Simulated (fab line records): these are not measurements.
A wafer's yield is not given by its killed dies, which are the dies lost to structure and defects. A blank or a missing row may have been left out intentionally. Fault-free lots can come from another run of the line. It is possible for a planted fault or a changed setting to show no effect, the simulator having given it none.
A sampling plan put to the test | flow sky130 | one fab line, 21 faults that these records tell of, each judged on the records of the lots that it struck; 1 more is left out, because the records don't allow judging it
What counts as the plan is the set of the line's own looks, namely the steps on the route at which a gauge or an inspection reads a wafer and does not change it. A look can be judged if struck wafers have a number there and the file gives its usual mean and standard deviation on fault-free wafers. Caught: 4 or more of those standard deviations (sigma) separate the usual mean from the mean of the struck wafers at a look after the fault's first step. On the tool: the test repeated on the tool's own readings taken at the fault's steps. If the struck wafers alone have a blank record, or they carry another recipe, that too counts as caught.

## THE FAULTS, as the simulator had put them in
1. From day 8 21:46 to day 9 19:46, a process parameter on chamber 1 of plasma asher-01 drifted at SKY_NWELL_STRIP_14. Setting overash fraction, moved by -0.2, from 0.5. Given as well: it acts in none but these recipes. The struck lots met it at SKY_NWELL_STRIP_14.
2. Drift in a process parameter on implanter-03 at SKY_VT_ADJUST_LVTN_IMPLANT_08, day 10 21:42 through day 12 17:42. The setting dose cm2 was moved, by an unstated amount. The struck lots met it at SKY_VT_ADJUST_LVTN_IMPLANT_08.
3. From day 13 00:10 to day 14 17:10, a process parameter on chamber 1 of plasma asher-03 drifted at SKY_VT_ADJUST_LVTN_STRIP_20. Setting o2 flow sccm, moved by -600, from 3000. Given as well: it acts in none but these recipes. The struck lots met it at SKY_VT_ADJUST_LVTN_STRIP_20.
4. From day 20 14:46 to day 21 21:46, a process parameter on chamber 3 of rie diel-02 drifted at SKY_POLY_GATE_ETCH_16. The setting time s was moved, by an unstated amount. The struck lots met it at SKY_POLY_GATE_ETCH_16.
5. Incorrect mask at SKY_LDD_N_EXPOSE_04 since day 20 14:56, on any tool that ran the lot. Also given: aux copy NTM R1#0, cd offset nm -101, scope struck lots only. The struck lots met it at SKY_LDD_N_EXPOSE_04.
6. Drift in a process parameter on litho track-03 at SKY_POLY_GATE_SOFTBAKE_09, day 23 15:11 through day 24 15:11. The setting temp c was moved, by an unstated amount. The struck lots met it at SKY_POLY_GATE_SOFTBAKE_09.
7. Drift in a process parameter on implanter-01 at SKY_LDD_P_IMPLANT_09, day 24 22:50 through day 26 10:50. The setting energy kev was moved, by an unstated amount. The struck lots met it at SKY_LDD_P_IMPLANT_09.
8. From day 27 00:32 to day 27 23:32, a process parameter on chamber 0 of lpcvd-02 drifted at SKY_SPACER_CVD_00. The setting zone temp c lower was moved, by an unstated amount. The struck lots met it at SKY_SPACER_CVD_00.
9. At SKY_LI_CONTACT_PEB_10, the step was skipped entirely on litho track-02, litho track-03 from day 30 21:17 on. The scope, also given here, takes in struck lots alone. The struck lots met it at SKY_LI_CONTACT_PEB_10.
10. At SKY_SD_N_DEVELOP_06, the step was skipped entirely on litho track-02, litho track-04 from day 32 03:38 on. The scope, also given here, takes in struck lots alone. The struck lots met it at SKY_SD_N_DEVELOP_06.
11. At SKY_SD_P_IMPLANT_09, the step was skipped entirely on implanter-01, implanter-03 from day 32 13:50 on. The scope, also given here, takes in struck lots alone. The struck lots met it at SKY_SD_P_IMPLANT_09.
12. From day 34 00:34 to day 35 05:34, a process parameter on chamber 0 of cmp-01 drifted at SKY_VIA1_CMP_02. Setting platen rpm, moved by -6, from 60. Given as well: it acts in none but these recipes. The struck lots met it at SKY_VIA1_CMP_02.
13. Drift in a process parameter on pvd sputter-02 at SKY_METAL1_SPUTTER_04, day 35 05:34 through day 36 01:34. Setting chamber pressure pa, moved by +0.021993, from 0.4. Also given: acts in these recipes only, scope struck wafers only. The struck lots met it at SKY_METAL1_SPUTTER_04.
14. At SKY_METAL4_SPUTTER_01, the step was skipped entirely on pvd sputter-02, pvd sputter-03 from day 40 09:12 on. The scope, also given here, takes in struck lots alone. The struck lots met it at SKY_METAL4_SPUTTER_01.
15. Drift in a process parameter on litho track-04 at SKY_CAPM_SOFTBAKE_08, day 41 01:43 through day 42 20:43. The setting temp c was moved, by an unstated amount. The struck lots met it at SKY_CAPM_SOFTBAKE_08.
16. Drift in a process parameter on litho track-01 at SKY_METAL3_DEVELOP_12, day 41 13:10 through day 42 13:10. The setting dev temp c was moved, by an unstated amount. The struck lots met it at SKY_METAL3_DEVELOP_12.
17. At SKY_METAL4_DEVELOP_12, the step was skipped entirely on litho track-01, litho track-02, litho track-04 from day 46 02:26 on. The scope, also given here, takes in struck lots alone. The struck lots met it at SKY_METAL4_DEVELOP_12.
18. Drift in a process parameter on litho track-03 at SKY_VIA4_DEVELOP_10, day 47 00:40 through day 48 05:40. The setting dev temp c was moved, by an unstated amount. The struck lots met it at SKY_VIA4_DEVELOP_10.
19. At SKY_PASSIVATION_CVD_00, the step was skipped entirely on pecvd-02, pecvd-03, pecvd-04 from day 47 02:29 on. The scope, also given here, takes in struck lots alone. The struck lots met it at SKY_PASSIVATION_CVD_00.
20. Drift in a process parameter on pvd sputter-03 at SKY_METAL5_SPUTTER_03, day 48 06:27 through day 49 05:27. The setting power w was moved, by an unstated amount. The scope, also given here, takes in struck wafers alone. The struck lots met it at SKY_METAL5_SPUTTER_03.
21. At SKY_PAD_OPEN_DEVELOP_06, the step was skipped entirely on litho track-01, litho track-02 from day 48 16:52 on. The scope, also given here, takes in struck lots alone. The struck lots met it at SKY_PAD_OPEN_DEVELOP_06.

## WHAT THE PLAN SAW
fault | on the tool itself                               | first look that catches it                      | reading, sigma        | median hours from its first step to that look | hours from the fault's start to the first struck lot there | judged looks passed uncaught
1     | oes product au +17 sigma                         | no look after it can be judged                  | -                     | -                                             | -                                                          | 0
2     | dose ions cm2 -41 sigma                          | not the one look that can be judged after it    | -                     | -                                             | -                                                          | 1
3     | o2 flow sccm -78 sigma                           | no look after it can be judged                  | -                     | -                                             | -                                                          | 0
4     | run length s -22 sigma                           | no look after it can be judged                  | -                     | -                                             | -                                                          | 0
5     | under 2 sigma                                    | no look after it can be judged                  | -                     | -                                             | -                                                          | 0
6     | plate temp C -50 sigma                           | not the one look that can be judged after it    | -                     | -                                             | -                                                          | 1
7     | beam energy keV +99 or beyond sigma              | no look after it can be judged                  | -                     | -                                             | -                                                          | 0
8     | spike tc lower C +32 sigma                       | none of the 2 looks that can be judged after it | -                     | -                                             | -                                                          | 2
9     | no reading that can be judged                    | no look after it can be judged                  | -                     | -                                             | -                                                          | 0
10    | the tool's record is blank for the struck wafers | not the one look that can be judged after it    | -                     | -                                             | -                                                          | 1
11    | the tool's record is blank for the struck wafers | SKY_SD_P_TW_MEAS_11                             | SD_P_TW -99 or beyond | 0.2                                           | 0                                                          | 0
12    | platen rpm -99 or beyond sigma                   | no look after it can be judged                  | -                     | -                                             | -                                                          | 0
13    | chamber pressure pa +25 sigma                    | no look after it can be judged                  | -                     | -                                             | -                                                          | 0
14    | the tool's record is blank for the struck wafers | no look after it can be judged                  | -                     | -                                             | -                                                          | 0
15    | heater power total W -32 sigma                   | no look after it can be judged                  | -                     | -                                             | -                                                          | 0
16    | developer temp C +5.7 sigma                      | not the one look that can be judged after it    | -                     | -                                             | -                                                          | 1
17    | the tool's record is blank for the struck wafers | no look after it can be judged                  | -                     | -                                             | -                                                          | 0
18    | developer temp C -9.5 sigma                      | no look after it can be judged                  | -                     | -                                             | -                                                          | 0
19    | the tool's record is blank for the struck wafers | no look after it can be judged                  | -                     | -                                             | -                                                          | 0
20    | cathode dc power W -99 or beyond sigma           | no look after it can be judged                  | -                     | -                                             | -                                                          | 0
21    | the tool's record is blank for the struck wafers | no look after it can be judged                  | -                     | -                                             | -                                                          | 0
A dash: the fault isn't caught, or these records don't give the number.

Caught at a look: 1 of 21. Caught on the tool: 19 of 21. By one or the other: 19 of 21.
Faults 1, 2, 3, 4, 6, 7, 8, 10, 12, 13, 14, 15, 16, 17, 18, 19, 20, 21 were caught on the tool alone.
Caught by neither: faults 5, 9.

## THINNER SAMPLING
Were the look that catches a fault to measure just every second or every third lot (counted by lot number), the first struck lot would, at worst, be measured this late:
fault | struck lots at that look, in order of time | every lot | every second lot | every third lot
11    | L734, L737, L736                           | 0 h       | 8 h              | may miss all 3
The hour figures run from when the fault began to the first measured lot among those it struck. Since the struck wafers were tested as one group against 4 sigma, a single lot by itself may lie under the limit. Other struck lots may not be in these records.

## THE LONGEST TIMED WAY FROM STEP TO LOOK
Fault 11: the median time between SKY_SD_P_IMPLANT_09 and SKY_SD_P_TW_MEAS_11 is 0.2 hours. No look between them can be judged.
